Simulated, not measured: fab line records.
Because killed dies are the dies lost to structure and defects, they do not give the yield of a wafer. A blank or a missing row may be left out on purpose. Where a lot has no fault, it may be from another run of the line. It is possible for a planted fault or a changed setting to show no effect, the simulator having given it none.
Which tool was responsible?    flow gf180mcu    14 lots with 42 wafers sampled at 5 steps, on a route of 602 steps

## WHAT THE GAUGES READ, wafer by wafer
GF_V5_CD_MEAS_14 targets a cd of 260 nm. Usual: 260.2 nm for cd_nm, sd 1.2.
lot   measured      on         cd_nm (nm)         flag
L210  day 27 17:47  cd_sem-02  256.8 257.8 257.3  
L211  day 27 18:42  cd_sem-02  260.3 261.8 261.2  
L213  day 28 11:19  cd_sem-02  260.2 260.6 260.5  
L214  day 28 20:23  cd_sem-02  260.1 260.5 260.8  
L215  day 29 11:46  cd_sem-01  259.4 259.5 259.9  
L216  day 29 13:16  cd_sem-01  259.6 259.4 260.6  
L217  day 29 15:47  cd_sem-01  259.7 260.0 259.9  
L218  day 29 22:37  cd_sem-01  260.6 260.5 260.5  
L227  day 32 05:11  cd_sem-02  259.3 259.6 257.8  
L228  day 32 17:35  cd_sem-02  261.6 261.9 262.2  
L229  day 32 19:38  cd_sem-02  261.1 261.3 260.6  
L230  day 32 21:56  cd_sem-02  259.5 259.3 259.0  
L232  day 33 07:28  cd_sem-01  259.9 258.8 258.0  
L233  day 33 16:49  cd_sem-02  260.1 258.9 259.9  

GF_PASSIVATION_BOW_MEAS_14. Usual: PASSIVATION_BOW 135 um, standard deviation 11.
lot   measured      on             PASSIVATION_BOW (um)  flag
L210  day 29 14:17  film_metro-01  123 127 121           
L211  day 29 14:35  film_metro-03  126 129 131           
L213  day 30 06:05  film_metro-03  152 138 143           
L214  day 30 15:32  film_metro-03  122 131 123           
L215  day 31 04:49  film_metro-01  131 152 139           
L216  day 31 06:43  film_metro-01  144 130 141           
L217  day 31 09:50  film_metro-03  135 137 149           
L218  day 31 16:02  film_metro-02  143 157 145           
L229  day 34 06:13  film_metro-03  130 141 137           
L230  day 34 08:00  film_metro-02  155 153 137           
L232  day 34 17:47  film_metro-02  129 132 121           
L233  day 35 03:22  film_metro-01  146 149 142           

## WHICH TOOL RAN EACH LOT (tool, then ch and the chambers of the sampled wafers, then the start)
lot   GF_V5_CMP_04                   GF_TOP_METAL_METAL_ETCH_16         GF_TOP_METAL_STRIP_17
L210  cmp-02 ch 1,2,3, day 26 21:13  rie_metal-04 ch 0,1, day 28 15:51  plasma_asher-02 ch 0,1, day 28 16:01
L211  cmp-02 ch 0,2,3, day 26 22:29  rie_metal-02 ch 0,1, day 28 16:35  plasma_asher-03 ch 0,1, day 28 16:44
L213  cmp-02 ch 0,2,3, day 27 16:07  rie_metal-03 ch 0,1, day 29 08:06  plasma_asher-01 ch 0,1, day 29 08:16
L214  cmp-01 ch 0,1, day 28 01:01    rie_metal-03 ch 0,1, day 29 17:39  plasma_asher-02 ch 0,1, day 29 17:49
L215  cmp-02 ch 0,2,3, day 28 16:25  rie_metal-02 ch 0,1, day 30 08:36  plasma_asher-02 ch 0, day 30 08:46
L216  cmp-01 ch 0,1,3, day 28 17:08  rie_metal-03 ch 0,1, day 30 09:35  plasma_asher-03 ch 0,1, day 30 09:46
L217  cmp-02 ch 0,2,3, day 28 19:55  rie_metal-04 ch 0,1, day 30 12:31  plasma_asher-01 ch 0,1, day 30 12:41
L218  cmp-01 ch 1,3, day 29 03:07    rie_metal-03 ch 0,1, day 30 19:29  plasma_asher-03 ch 1, day 30 19:43
L227  cmp-01 ch 0,2,3, day 31 11:25  rie_metal-03 ch 0,1, day 32 23:39  plasma_asher-01 ch 0,1, day 32 23:48
L228  cmp-01 ch 0,2,3, day 32 00:51  rie_metal-02 ch 0,1, day 33 10:44  plasma_asher-01 ch 0,1, day 33 10:55
L229  cmp-01 ch 0,1,3, day 32 02:52  rie_metal-02 ch 0,1, day 33 13:14  plasma_asher-03 ch 0,1, day 33 13:25
L230  cmp-02 ch 1,2, day 32 05:15    rie_metal-02 ch 0,1, day 33 15:16  plasma_asher-01 ch 0,1, day 33 15:26
L232  cmp-01 ch 1,3, day 32 14:54    rie_metal-02 ch 0,1, day 34 00:33  plasma_asher-03 ch 1, day 34 00:44
L233  cmp-01 ch 0,2, day 33 00:57    rie_metal-04 ch 0, day 34 09:35    plasma_asher-02 ch 0,1, day 34 09:56
- GF_V5_CMP_04: polishes SiO2.
- GF_TOP_METAL_METAL_ETCH_16: etches the open film in Cl2/BCl3, stops on SiO2, target depth 1077.5 nm, time 179.6 s.
- GF_TOP_METAL_STRIP_17: strips in O2/N2.

## WHAT THE TOOLS THEMSELVES READ (means of the sampled wafers that have a number; where no wafer has one, the mark that the record gives instead)
GF_V5_CMP_04. Usual: 11.9 A for motor_current_A, sd 1.3.
lot   tool    motor_current_A (A)  flag
L210  cmp-02  13.1                 
L211  cmp-02  12.2                 
L213  cmp-02  12.8                 
L214  cmp-01  10.0                 
L215  cmp-02  12.7                 
L216  cmp-01  10.7                 
L217  cmp-02  12.5                 
L218  cmp-01  11.4                 
L227  cmp-01  11.2                 
L228  cmp-01  11.6                 
L229  cmp-01  11.0                 
L230  cmp-02  13.5                 
L232  cmp-01  11.4                 
L233  cmp-01  10.7                 

GF_TOP_METAL_METAL_ETCH_16. Usual: bcl3_flow_sccm 40.01 sccm, standard deviation 0.13; bias_w 140.0 W, standard deviation 0.43; drypump_motor_current_A 5.4 A, standard deviation 0.35; oes_product_au 0.969 a.u., standard deviation 0.0062; throttle_valve_pct 28.253 %, standard deviation 0.011.
lot   tool          bcl3_flow_sccm (sccm)  bias_w (W)  drypump_motor_current_A (A)  oes_product_au (a.u.)  throttle_valve_pct (%)  flag
L210  rie_metal-04  40.06                  140.3       5.0                          0.971                  28.251                  
L211  rie_metal-02  40.02                  139.7       5.8                          0.957                  28.267                  
L213  rie_metal-03  40.08                  139.9       5.2                          0.968                  28.262                  
L214  rie_metal-03  39.99                  140.6       5.2                          0.969                  28.243                  
L215  rie_metal-02  39.97                  140.1       5.8                          0.965                  28.252                  
L216  rie_metal-03  39.96                  140.1       5.2                          0.973                  28.252                  
L217  rie_metal-04  39.97                  140.2       5.1                          0.964                  28.258                  
L218  rie_metal-03  39.87                  139.3       5.4                          0.969                  28.244                  
L227  rie_metal-03  -                      -           -                            -                      -                       OFF
L228  rie_metal-02  -                      -           -                            -                      -                       OFF
L229  rie_metal-02  39.98                  139.8       5.7                          0.967                  28.258                  
L230  rie_metal-02  40.00                  139.6       5.8                          0.969                  28.247                  
L232  rie_metal-02  39.96                  140.2       5.7                          0.966                  28.249                  
L233  rie_metal-04  40.20                  140.0       4.9                          0.970                  28.249                  

GF_TOP_METAL_STRIP_17. Usual: drypump_motor_current_A 5.9 A, standard deviation 0.46; heater_power_w 329 W, standard deviation 31; n2_flow_sccm 300.0 sccm, standard deviation 0.78; o2_flow_sccm 3000 sccm, standard deviation 9.3; oes_product_au 0.710 a.u., standard deviation 0.0047; strip_time_to_endpoint_s 13.46 s, standard deviation 0.081.
lot   tool             drypump_motor_current_A (A)  heater_power_w (W)  n2_flow_sccm (sccm)  o2_flow_sccm (sccm)  oes_product_au (a.u.)  strip_time_to_endpoint_s (s)  flag
L210  plasma_asher-02  5.6                          359                 300.5                2997                 0.709                  13.48                         
L211  plasma_asher-03  6.0                          307                 300.3                3006                 0.715                  13.36                         
L213  plasma_asher-01  6.1                          315                 300.3                3015                 0.710                  13.56                         
L214  plasma_asher-02  5.7                          348                 300.2                3012                 0.708                  13.56                         
L215  plasma_asher-02  5.4                          369                 300.2                3001                 0.709                  13.38                         
L216  plasma_asher-03  5.9                          306                 300.7                2999                 0.712                  13.48                         
L217  plasma_asher-01  6.0                          313                 299.9                2995                 0.712                  13.58                         
L218  plasma_asher-03  5.9                          294                 299.9                3001                 0.712                  13.49                         
L227  plasma_asher-01  6.4                          337                 299.4                2996                 0.714                  18.20                         OFF
L228  plasma_asher-01  6.0                          308                 299.9                2996                 0.717                  18.30                         OFF
L229  plasma_asher-03  6.0                          304                 299.9                3008                 0.710                  13.43                         
L230  plasma_asher-01  6.0                          313                 299.8                2991                 0.714                  13.36                         
L232  plasma_asher-03  5.9                          294                 299.4                2996                 0.712                  13.40                         
L233  plasma_asher-02  5.5                          361                 300.3                3001                 0.706                  13.48                         

## THE ANSWER, worked out from the rows above alone
Rule: take the mean of a lot's wafers that have a number; if it is more than 3 standard deviations from the usual mean, the lot is off. A lot without any number at a reading at which 4 lots or more have one is off too. The other lots that the step has rows for count as sound. After the gauges, taken in route order, come the tools' own readings; for these a lot's mean is taken, as printed above. At the first step where some lot is off, the reading lying furthest off is the one used; lots without a number count as furthest.
Off: L227, L228 (GF_TOP_METAL_METAL_ETCH_16, bcl3_flow_sccm). Without a number there: L227, L228.
A tool fits if, at that step or a process step before it, it ran every lot that is off, and no sound lot after the first of them. None of those tried fits.

## WHAT HAD BEEN PUT IN BY THE SIMULATOR
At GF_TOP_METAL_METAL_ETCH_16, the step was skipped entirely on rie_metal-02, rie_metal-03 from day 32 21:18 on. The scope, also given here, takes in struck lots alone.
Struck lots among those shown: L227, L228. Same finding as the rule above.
